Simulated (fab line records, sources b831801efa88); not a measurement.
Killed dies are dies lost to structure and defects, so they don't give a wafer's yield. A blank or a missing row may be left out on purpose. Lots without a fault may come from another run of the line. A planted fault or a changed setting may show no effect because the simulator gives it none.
Which tool did it? | flow sky130 | 13 lots, 39 wafers sampled, at 2 steps of a route of 708

WHAT THE GAUGES READ, wafer by wafer
SKY_VIA3_THK_MEAS_01. Usual: VIA3_HDPCVD_THK 1633 nm, standard deviation 20.
lot  | measured     | on            | VIA3_HDPCVD_THK (nm) | flag
L226 | day 38 13:52 | film_metro-04 | 1638 1642 1627       |
L228 | day 39 12:23 | film_metro-02 | 1635 1635 1610       |
L229 | day 40 05:11 | film_metro-02 | 1648 1625 1643       |
L232 | day 40 20:19 | film_metro-02 | 1624 1652 1668       |
L231 | day 40 22:00 | film_metro-02 | 1655 1611 1617       |
L239 | day 42 11:22 | film_metro-02 | 1620 1647 1641       |
L240 | day 42 23:20 | film_metro-04 | 1648 1586 1618       |
L242 | day 43 09:02 | film_metro-01 | 1599 1619 1604       |
L243 | day 43 16:10 | film_metro-02 | 1615 1644 1649       |
L244 | day 43 21:08 | film_metro-02 | 1604 1649 1631       |
L245 | day 44 00:28 | film_metro-04 | 1591 1595 1624       |
L246 | day 44 05:36 | film_metro-04 | 1657 1670 1628       |
L248 | day 45 07:54 | film_metro-02 | 1645 1631 1671       |

SKY_VIA3_CD_MEAS_12: target cd 200 nm. Usual: cd_nm 200.1 nm, standard deviation 1.3.
lot  | measured     | on        | cd_nm (nm)        | flag
L226 | day 39 14:24 | cd_sem-01 | 199.5 200.7 201.6 |
L228 | day 40 12:19 | cd_sem-02 | 201.1 200.5 200.8 |
L229 | day 41 05:56 | cd_sem-01 | 198.4 197.9 197.8 |
L232 | day 41 20:00 | cd_sem-02 | 199.9 198.8 199.6 |
L231 | day 41 21:31 | cd_sem-01 | 199.3 198.5 198.5 |
L239 | day 43 10:20 | cd_sem-01 | 199.2 198.7 199.2 |
L240 | day 43 22:58 | cd_sem-01 | 200.2 200.3 200.7 |
L242 | day 44 08:43 | cd_sem-01 | 201.8 197.3 198.5 |
L243 | day 44 14:39 | cd_sem-01 | 201.3 202.7 201.1 |
L244 | day 44 19:22 | cd_sem-01 | 198.4 198.3 198.8 |
L245 | day 44 22:55 | cd_sem-01 | 198.1 198.6 199.9 |
L246 | day 45 03:43 | cd_sem-01 | 201.2 199.3 200.2 |
L248 | day 46 05:38 | cd_sem-01 | 201.9 203.2 202.6 |

WHICH TOOL RAN EACH LOT (tool, then ch and the chambers of the sampled wafers, then the start)
The record holds no process step before these readings.

WHAT THE TOOLS THEMSELVES READ (means of the sampled wafers that have a number; where no wafer has one, the mark that the record gives instead)
The record holds no such reading with a usual standard deviation.

THE ANSWER, worked out from the rows above alone
Rule: a lot is off if the mean of its wafers that have a number lies more than 3 standard deviations from the usual mean. A lot without any number at a reading at which 4 lots or more have one is off too. The other lots that the step has rows for count as sound. The gauges are gone through in route order, then the tools' own readings, and for those a lot's mean is taken as printed above. The first step at which some lot is off is used, and at that step the reading that is off furthest; a lot without a number counts as furthest.
No lot is off at any reading shown: from this, nothing can be told.

WHAT THE SIMULATOR HAD PUT IN
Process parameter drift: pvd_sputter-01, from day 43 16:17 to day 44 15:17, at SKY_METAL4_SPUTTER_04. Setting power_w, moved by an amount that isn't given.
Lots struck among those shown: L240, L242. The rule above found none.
